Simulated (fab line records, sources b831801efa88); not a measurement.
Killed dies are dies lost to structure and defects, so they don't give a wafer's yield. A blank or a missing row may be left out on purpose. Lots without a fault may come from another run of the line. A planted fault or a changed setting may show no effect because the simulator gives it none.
Which tool did it? | flow gf180mcu | 7 lots, 21 wafers sampled, at 1 step of a route of 602

WHAT THE GAUGES READ, wafer by wafer
GF_MVSD_OVL_MEAS_07.
lot  | measured     | on         | MVSD_OVL (nm)
L766 | day 4 17:20  | overlay-01 | -2.6 -3.7 -0.4
L769 | day 5 18:21  | overlay-01 | 1.2 -1.9 -0.6
L771 | day 6 00:09  | overlay-01 | -1.6 -0.9 -1.3
L773 | day 6 13:17  | overlay-02 | 0.2 1.1 0.1
L782 | day 8 13:22  | overlay-02 | 2.4 3.0 0.5
L786 | day 9 11:53  | overlay-02 | -3.2 -2.1 -2.4
L788 | day 10 00:38 | overlay-01 | 0.4 -0.3 0.9

WHICH TOOL RAN EACH LOT (tool, then ch and the chambers of the sampled wafers, then the start)
The record holds no process step before these readings.

THE ANSWER, worked out from the rows above alone
Rule: what is usual is taken from the lots themselves. Put in order of their means at a reading, lots are off if they are a third of the lots or fewer, leave a main group of 4 or more, and stand apart from it by a gap of 3 or more times the standard deviation of the main group's means; of several such gaps the widest counts. A main group whose means are all the same, to the digits that the tables above print for the reading, isn't used. A lot without any number at a reading at which 4 lots or more have one is off too. The other lots that the step has rows for count as sound.
No lot is off at any reading shown: from this, nothing can be told.

WHAT THE SIMULATOR HAD PUT IN
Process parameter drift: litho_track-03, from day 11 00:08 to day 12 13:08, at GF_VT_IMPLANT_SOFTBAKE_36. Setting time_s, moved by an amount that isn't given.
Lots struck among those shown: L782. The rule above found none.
